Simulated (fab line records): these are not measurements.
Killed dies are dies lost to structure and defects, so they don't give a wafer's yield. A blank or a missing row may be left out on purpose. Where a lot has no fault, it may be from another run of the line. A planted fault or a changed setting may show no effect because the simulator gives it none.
Matching of chambers ; flow gf180mcu ; GF_V5_CMP_04 on cmp-02: 4 sister chambers
The step polishes SiO2. 4 wafers are shown with their chamber, then 8 later ones without.

== EACH WAFER AND ITS CHAMBER ==
wafer;chamber;motor_current_A (A)
L271.3;1;13.7
L274.1;2;12.0
L274.5;0;12.9
L276.1;3;12.2

== WAFERS MISSING THEIR CHAMBER ==
wafer;motor_current_A (A)
L276.4;13.7
L276.6;13.1
L283.1;11.3
L283.2;12.7
L283.3;13.6
L290.3;12.7
L290.5;13.6
L290.6;13.0

== THE CHAMBER EACH PASSED THROUGH ==
wafer;from the rows above;in truth
L276.4;1;1
L276.6;can't be placed: 0 or 1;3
L283.1;can't be placed: 2 or 3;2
L283.2;can't be placed: 0 or 3 or 2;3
L283.3;1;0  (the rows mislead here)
L290.3;can't be placed: 0 or 3 or 2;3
L290.5;1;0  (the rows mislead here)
L290.6;0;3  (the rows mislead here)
Correctly placed: 1 of 8. Not placeable from these rows: 4 (in 3, the candidates include the true chamber). Number placed wrongly: 3.
How it was worked out, from the rows above alone: a wafer's distance from a chamber is the root of the sum, over the readings, of the square of ((its reading less the chamber's mean) divided by the reading's scatter). The wafer belongs to the nearest chamber; if the next one is less than 2 further off, it can't be placed. A chamber's mean is the mean of its shown wafers. The scatter (one wafer shown for each chamber): square how far every hidden wafer sits from the nearest shown wafer, average those squares and take the square root.
